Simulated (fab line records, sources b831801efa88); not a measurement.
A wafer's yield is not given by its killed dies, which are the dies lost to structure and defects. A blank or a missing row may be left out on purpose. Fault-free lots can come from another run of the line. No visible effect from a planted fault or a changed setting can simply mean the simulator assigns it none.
Chamber matching || flow sfq-line || cmp-01 running SFQ_TRILAYER_I2_CMP_CMP_064: 4 sister chambers
The step polishes SiO2. 8 wafers are shown with their chamber, then 8 later ones without.

## WAFERS PAIRED WITH THEIR CHAMBERS
{"wafer": "L727.6", "chamber": 2, "motor-current-A (A)": 9.2, "time-to-endpoint-s (s)": 220}
{"wafer": "L728.6", "chamber": 3, "motor-current-A (A)": 11.7, "time-to-endpoint-s (s)": 215}
{"wafer": "L729.3", "chamber": 2, "motor-current-A (A)": 10.8, "time-to-endpoint-s (s)": 208}
{"wafer": "L729.4", "chamber": 1, "motor-current-A (A)": 11.7, "time-to-endpoint-s (s)": 212}
{"wafer": "L729.2", "chamber": 0, "motor-current-A (A)": 11.5, "time-to-endpoint-s (s)": 202}
{"wafer": "L730.4", "chamber": 1, "motor-current-A (A)": 11.6, "time-to-endpoint-s (s)": 219}
{"wafer": "L730.5", "chamber": 3, "motor-current-A (A)": 11.0, "time-to-endpoint-s (s)": 219}
{"wafer": "L730.6", "chamber": 0, "motor-current-A (A)": 11.1, "time-to-endpoint-s (s)": 218}

## WAFERS MISSING THEIR CHAMBER
{"wafer": "L734.4", "motor-current-A (A)": 11.6, "time-to-endpoint-s (s)": 217}
{"wafer": "L734.3", "motor-current-A (A)": 11.1, "time-to-endpoint-s (s)": 212}
{"wafer": "L734.5", "motor-current-A (A)": 10.9, "time-to-endpoint-s (s)": 215}
{"wafer": "L737.1", "motor-current-A (A)": 10.8, "time-to-endpoint-s (s)": 202}
{"wafer": "L737.5", "motor-current-A (A)": 11.3, "time-to-endpoint-s (s)": 230}
{"wafer": "L743.4", "motor-current-A (A)": 10.9, "time-to-endpoint-s (s)": 218}
{"wafer": "L743.2", "motor-current-A (A)": 12.4, "time-to-endpoint-s (s)": 213}
{"wafer": "L743.6", "motor-current-A (A)": 11.8, "time-to-endpoint-s (s)": 213}

## THE CHAMBER EACH PASSED THROUGH
{"wafer": "L734.4", "from the rows above": "can't be placed: 1 or 3 or 0", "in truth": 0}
{"wafer": "L734.3", "from the rows above": "can't be placed: 0 or 3 or 1 or 2", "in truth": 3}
{"wafer": "L734.5", "from the rows above": "can't be placed: 3 or 0 or 1 or 2", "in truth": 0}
{"wafer": "L737.1", "from the rows above": "can't be placed: 0 or 2 or 3 or 1", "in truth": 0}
{"wafer": "L737.5", "from the rows above": "can't be placed: 3 or 1 or 0 or 2", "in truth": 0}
{"wafer": "L743.4", "from the rows above": "can't be placed: 3 or 0 or 1 or 2", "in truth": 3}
{"wafer": "L743.2", "from the rows above": "can't be placed: 1 or 3 or 0", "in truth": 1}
{"wafer": "L743.6", "from the rows above": "can't be placed: 1 or 0 or 3", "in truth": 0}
Correctly placed: 0 of 8. Can't be placed from these rows: 8 (the true chamber is among the candidates in 8). Wrongly placed: 0.
How it was worked out, from the rows above alone: a wafer's distance from a chamber is the root of the sum, over the readings, of the square of ((its reading less the chamber's mean) divided by the reading's scatter). The wafer belongs to the nearest chamber; if the next one is less than 2 further off, it can't be placed. For every chamber, the mean is computed from those of its wafers that are shown. The scatter is the square root of a quotient: the sum, over the shown wafers, of each reading's squared deviation from its chamber's mean, divided by wafers minus chambers.
